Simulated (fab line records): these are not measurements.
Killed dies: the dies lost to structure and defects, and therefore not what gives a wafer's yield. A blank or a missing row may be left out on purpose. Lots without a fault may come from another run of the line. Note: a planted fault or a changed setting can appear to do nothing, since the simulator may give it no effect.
The tool behind it: which one?	flow gf180mcu	6 lots with 18 wafers sampled at 4 steps, on a route of 602 steps

## WHAT THE GAUGES READ, wafer by wafer
GF_V4_OVL_MEAS_15.
lot	measured	on	V4_OVL (nm)
L180	day 24 22:01	overlay-02	-4 -6 1
L184	day 26 08:53	overlay-02	-8 -10 -7
L187	day 27 03:59	overlay-01	66 64 67
L189	day 27 20:55	overlay-01	54 58 60
L195	day 29 16:15	overlay-02	-9 -2 -2
L202	day 31 10:22	overlay-01	-7 -7 -5

## TOOL THAT RAN EACH LOT (tool first, then ch and the chambers of the sampled wafers, then the start)
lot	GF_V3_ETCH_16	GF_M4_SPUTTER_04	GF_V4_EXPOSE_11
L180	rie diel-02 ch 0,3, day 22 22:17	pvd sputter-04, day 22 23:50	krf scanner-01 ch 0, day 24 11:08
L184	rie diel-03 ch 0,2, day 24 10:29	pvd sputter-02, day 24 12:01	krf scanner-02 ch 0, day 25 22:35
L187	rie diel-02 ch 0,1,3, day 25 07:44	pvd sputter-04, day 25 09:25	krf scanner-02 ch 0, day 26 18:01
L189	rie diel-02 ch 0,3, day 26 00:10	pvd sputter-03, day 26 01:47	krf scanner-02 ch 0, day 27 11:21
L195	rie diel-02 ch 1,2,3, day 27 22:56	pvd sputter-04, day 28 00:59	krf scanner-01 ch 0, day 29 07:17
L202	rie diel-01 ch 0,1, day 29 19:05	pvd sputter-04, day 29 20:38	krf scanner-01 ch 0, day 31 01:38
- GF_V3_ETCH_16: etches BARC in N2/H2.
- GF_M4_SPUTTER_04: material TiN, target thk 50 nm, time 41.7 s.
- GF_V4_EXPOSE_11: exposes mask Via4, target cd 260 nm.

## THE ANSWER, worked out from the rows above alone
Rule: the lots themselves supply what counts as usual. The widest of any qualifying gaps counts: lots, ordered by their means at a reading, are off when they make up no more than a third of the lots, leave a main group of 4 or more, and stand apart from it by 3 or more times the standard deviation of that group's means. The tables above print the reading to a certain number of digits; a main group whose means all agree to those digits is not used. A lot without any number at a reading at which 4 lots or more have one is off too. All remaining lots with rows at the step are treated as sound.
Off: L187, L189, at GF_V4_OVL_MEAS_15 (V4_OVL). For the main group the mean is -6 nm and the standard deviation 2.
A tool fits if, at a process step before that reading, it ran every lot that is off, and no sound lot after the first of them. Gauges at GF_V4_OVL_MEAS_15: tried the same way as those tools. One candidate fits, namely krf scanner-02 at GF_V4_EXPOSE_11. A fault onset in the window from L184 (day 25 22:35, its last sound lot) to L187 (day 26 18:01, its first lot off) fits.

## WHAT THE SIMULATOR PUT IN
Scanner matching overlay: krf scanner-02, from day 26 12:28 on, at GF_V4_EXPOSE_11. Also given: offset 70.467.
Lots struck among those shown: L187, L189. The same result came from the rule above.
